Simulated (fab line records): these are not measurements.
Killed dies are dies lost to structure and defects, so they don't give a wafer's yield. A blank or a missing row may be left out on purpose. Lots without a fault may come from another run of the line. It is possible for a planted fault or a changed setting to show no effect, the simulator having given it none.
Struck lot and sound lot, side by side	flow gf180mcu	16 out of 602 route steps
Sound: these wafers, L755.2, L755.3, L755.5. Struck: wafer L765.3 (L765.1, L765.5, from the same lot, were not struck and are left out); the cause is given at the end.
Each step with rows lists, per side, the tool, then ch with its chambers, then its first start. Under that, the readings that differ: sound wafers	struck wafers	difference of the means	sigmas: that difference in standard deviations of wafers without a fault.
alike: readings with means less than 2 such deviations apart, plus words and numbers identical on both sides. not compared: withheld readings, readings lacking a value on some wafer, bounds such as >300 that could conceal the same value, and numbers that have no deviation in the record and whose values overlap.
Wherever a step has rows on one side only, a row that says differs or no value, or a row with sigmas, the two part there. Numbers that don't overlap but have no deviation are shown without sigmas and don't part them. A reading that every wafer of one side lacks parts them only if that side has two wafers or more.

first, 6 steps without rows for these wafers: GF_TOP_METAL_HMDS_08 (prime time 60 s); GF_TOP_METAL_COAT_09 (resist thk 1500 nm); GF_TOP_METAL_SOFTBAKE_10 (time 60 s); GF_TOP_METAL_EXPOSE_11 (exposes mask MetalTop, target cd 440 nm); GF_TOP_METAL_PEB_12; GF_TOP_METAL_DEVELOP_13 (develop time 60 s).
GF_TOP_METAL_CD_MEAS_14: target cd 440 nm.
  sound: cdSem-01 at day 30 13:18; struck: cdSem-02 at day 33 09:59
  alike: cdNm
GF_TOP_METAL_OVL_MEAS_15:
  sound: overlay-01 at day 30 13:25; struck: overlay-02 at day 33 10:06
  alike: TOP_METAL_OVL
GF_TOP_METAL_METAL_ETCH_16: etches the open film in Cl2/BCl3, stops on SiO2, target depth 1197 nm, time 199.5 s.
  sound on rieMetal-03 ch 0,1, day 30 13:26; struck on rieMetal-04 ch 0, day 33 10:08
  alike: drypumpMotorCurrentA, oesProductAu, throttleValvePct
  not compared: rfHoursCounterH
GF_TOP_METAL_STRIP_17: strips in O2/N2.
  sound on plasmaAsher-01 ch 0,1, day 30 13:38; struck on plasmaAsher-01 ch 0, day 33 10:20
reading	sound	struck	difference	sigmas
oesProductAu (a.u.)	0.703 0.709 0.703	0.718	+0.013	+3
  alike: drypumpMotorCurrentA, heaterPowerW, stripTimeToEndpointS
  not compared: rfHoursCounterH
then, 2 steps without rows for these wafers: GF_TOP_METAL_STRIP_18 (strips in post etch residue remover, time 1200 s); GF_TOP_METAL_CLEAN_19 (cleans in DIW).
GF_PASSIVATION_CVD_00: deposits SiO2 from TEOS, target thk 1000 nm, time 111.95 s.
  sound on pecvd-01 ch 0,2, day 30 14:10; struck on pecvd-01 ch 2, day 33 10:52
reading	sound	struck	difference	sigmas
model.SiO2_of_PASSIVATION_CVD_00.thkNm (nm)	995.5 995.4 1007	699.4	-299.9	
  alike: heaterPowerW
GF_PASSIVATION_THK_MEAS_01:
  sound: filmMetro-04 at day 30 14:15; struck: filmMetro-01 at day 33 10:56
reading	sound	struck	difference	sigmas
PASSIVATION_CVD_00_THK (nm)	995 995 1007	700	-299	-23
GF_PASSIVATION_CVD_02: deposits Si3N4, target thk 700 nm, time 486.18 s.
  sound on pecvd-04 ch 0,1, day 30 14:18; struck on pecvd-04 ch 0, day 33 11:00
  alike: heaterPowerW
GF_PASSIVATION_PROBE_99:
  only the struck wafers here have rows in the record (prober-01, day 34 05:16); the sound ones have none

WHERE THEY PART
At GF_TOP_METAL_STRIP_17 first; at GF_PASSIVATION_PROBE_99 last (within this record only).

WHY: whatever the simulator had introduced
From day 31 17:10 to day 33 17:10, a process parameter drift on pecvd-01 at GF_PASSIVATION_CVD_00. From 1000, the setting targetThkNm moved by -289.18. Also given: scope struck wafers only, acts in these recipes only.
